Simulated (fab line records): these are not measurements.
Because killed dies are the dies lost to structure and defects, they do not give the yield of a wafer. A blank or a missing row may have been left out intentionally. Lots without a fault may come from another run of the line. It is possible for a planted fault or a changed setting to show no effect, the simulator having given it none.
A lot that was struck, set against a sound lot    flow sky130    15 out of 708 route steps
Sound: these wafers, L447.1, L447.4, L447.6. Struck: wafers L432.1, L432.2, L432.4. The cause is given at the end.
For every step that has rows: the tool of each side, followed by ch and its chambers, followed by its first start. Under that, the readings that differ: sound wafers    struck wafers    difference of the means    sigmas: that difference in standard deviations of wafers without a fault.
alike: same words and numbers on both sides, and readings whose means sit less than 2 such deviations apart. not compared: any withheld reading, any reading some wafer has no value for, any bound like >300 that may hide the same value, and any number with overlapping values for which the record gives no deviation.
Wherever a step has rows on one side only, a row that says differs or no value, or a row with sigmas, the two part there. Numbers that have no deviation but don't overlap get no sigmas and don't part them. A reading that every wafer of one side lacks parts them only if that side has two wafers or more.

first, 6 steps without rows for these wafers: SKY_GATE_OXIDE_HMDS_04 (prime time 60 s); SKY_GATE_OXIDE_COAT_05 (resist thk 1140 nm); SKY_GATE_OXIDE_SOFTBAKE_06 (time 60 s); SKY_GATE_OXIDE_EXPOSE_07 (exposes mask LVOM, target cd 600 nm); SKY_GATE_OXIDE_PEB_08; SKY_GATE_OXIDE_DEVELOP_09 (develop time 60 s).
SKY_GATE_OXIDE_OVL_MEAS_10:
  sound on overlay-01 at day 20 11:52; struck on overlay-02 at day 15 01:29
  alike: GATE_OXIDE_OVL
then, 2 steps without rows for these wafers: SKY_GATE_OXIDE_IMPLANT_11; SKY_GATE_OXIDE_WET_ETCH_12 (etches SiO2 in dHF, target depth 16.8 nm, time 336 s).
SKY_GATE_OXIDE_STRIP_13: strips in O2/N2.
  sound on plasma-asher-04 ch 0,1, day 20 12:10; struck on plasma-asher-04 ch 0,1, day 15 01:47
reading                       sound              struck             difference  sigmas
strip-time-to-endpoint-s (s)  14.24 14.27 14.29  14.11 14.09 14.09  -0.17       -4
  alike: drypump-motor-current-A, o2-flow-sccm, oes-product-au
  not compared: rf-hours-counter-h
SKY_GATE_OXIDE_TW_MEAS_14:
  sound on film-metro-04 at day 20 12:16; struck on film-metro-02 at day 15 01:53
  alike: GATE_OXIDE_TW
then, 1 step without rows for these wafers: SKY_GATE_OXIDE_CLEAN_15 (cleans in SC1/SC2, time 150 s).
SKY_GATE_OXIDE_OXIDATION_16: stabilise 600 s, purge 300 s, target thk 3.57 nm.
  sound on furnace-02 ch 0, day 20 12:31; struck on furnace-02 ch 0, day 15 02:55
reading                                            sound              struck             difference  sigmas
model.SiO2_of_GATE_OXIDE_OXIDATION_01.thk-nm (nm)  11.84 11.84 11.69  12.42 12.17 12.43  +0.55       
  alike: zone-power-bottom-pct
then, 1 step without rows for these wafers: SKY_POLY_GATE_CVD_00 (deposits poly-Si, target thk 180 nm, time 720 s).
-- here the record skips 32 days between the struck wafers' starts before and after, leaving off in module POLY_GATE and picking up in module PAD_OPEN (first step shown: number 708 of the route) --
SKY_PAD_OPEN_PROBE_99:
  sound on prober-02 at day 50 06:21; struck on prober-01 at day 46 23:18
reading                                 sound                          struck                         difference  sigmas
model.etest.nfet_16v.r-on-ohm-um        1.414e+04 1.401e+04 1.398e+04  1.496e+04 1.469e+04 1.493e+04  +8.167e+02  
model.etest.pfet_16v.r-on-ohm-um        1.537e+04 1.503e+04 1.529e+04  1.628e+04 1.579e+04 1.618e+04  +8.533e+02  
model.etest.pfet-g5v0d10v5.r-on-ohm-um  4898 4756 4811                 5304 5171 5328                 +446        
model.etest.pfet_01v8.r-on-ohm-um       2931 2908 2859                 3237 3158 3273                 +323        
model.etest.tip-sonos.rs-ohm-sq         2782 2778 2760                 2884 2810 2842                 +72         
model.etest.nfet-g5v0d10v5.r-on-ohm-um  1914 1886 1892                 2063 2010 2079                 +153        
model.etest.nfet_01v8.r-on-ohm-um       852.7 855.7 836.1              950 934.4 956.7                +99         
model.etest.nfet_01v8_lvt.drive-ua-um   562.2 555 571.4                498.2 512 499.9                -59.5       
  alike: killed_at_M0_to_M3, killed_at_M4_up, killed-at-contacts, killed-at-front-end, killed-at-other, killed-dies, killed-open, killed-short

## WHERE THEY PART
At SKY_GATE_OXIDE_STRIP_13 and nowhere else, as far as this record goes. Later steps at which nothing parts them and some readings are alike: SKY_GATE_OXIDE_TW_MEAS_14, SKY_GATE_OXIDE_OXIDATION_16, SKY_PAD_OPEN_PROBE_99.

WHY: what had been put in by the simulator
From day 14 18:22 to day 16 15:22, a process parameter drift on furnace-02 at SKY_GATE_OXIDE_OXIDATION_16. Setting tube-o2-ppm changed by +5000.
